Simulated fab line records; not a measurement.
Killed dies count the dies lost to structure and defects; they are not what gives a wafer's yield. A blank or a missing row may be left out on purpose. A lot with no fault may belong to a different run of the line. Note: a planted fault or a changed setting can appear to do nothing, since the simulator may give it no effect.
Matching of chambers ; flow gf180mcu ; GF_V5_CMP_04 on cmp-01 has 4 sister chambers
The step polishes SiO2. 8 wafers are shown with their chamber, then 8 later ones without.

## WAFERS PAIRED WITH THEIR CHAMBERS
wafer;chamber;motor current A (A)
L836.3;0;11.7
L836.4;3;11.1
L839.5;2;12.2
L839.6;3;11.4
L840.1;1;9.9
L840.4;0;11.9
L840.6;1;9.8
L843.3;2;12.8

## WAFERS WITH NO CHAMBER GIVEN
wafer;motor current A (A)
L843.5;11.6
L843.6;11.4
L844.1;12.1
L844.3;10.2
L844.6;11.5
L846.1;9.6
L846.5;13.0
L846.6;10.0

## WHICH CHAMBER EACH ONE RAN IN
wafer;from the rows above;in truth
L843.5;can't be placed: 0 or 3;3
L843.6;can't be placed: 3 or 0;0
L844.1;can't be placed: 0 or 2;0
L844.3;1;1
L844.6;can't be placed: 3 or 0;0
L846.1;1;1
L846.5;2;2
L846.6;1;1
Correctly placed: 4 of 8. Not placeable from these rows: 4 (in 4, the candidates include the true chamber). Wrongly placed: 0.
How it was worked out, from the rows above alone: a wafer's distance from a chamber is the root of the sum, over the readings, of the square of ((its reading less the chamber's mean) divided by the reading's scatter). If the next closest chamber is less than 2 further off than the closest, the wafer can't be placed; otherwise it belongs to the closest. Each chamber's mean is taken over the wafers shown for it. The scatter: the root of (the sum of the squares of (reading less its chamber's mean) over the shown wafers, divided by (wafers less chambers)).
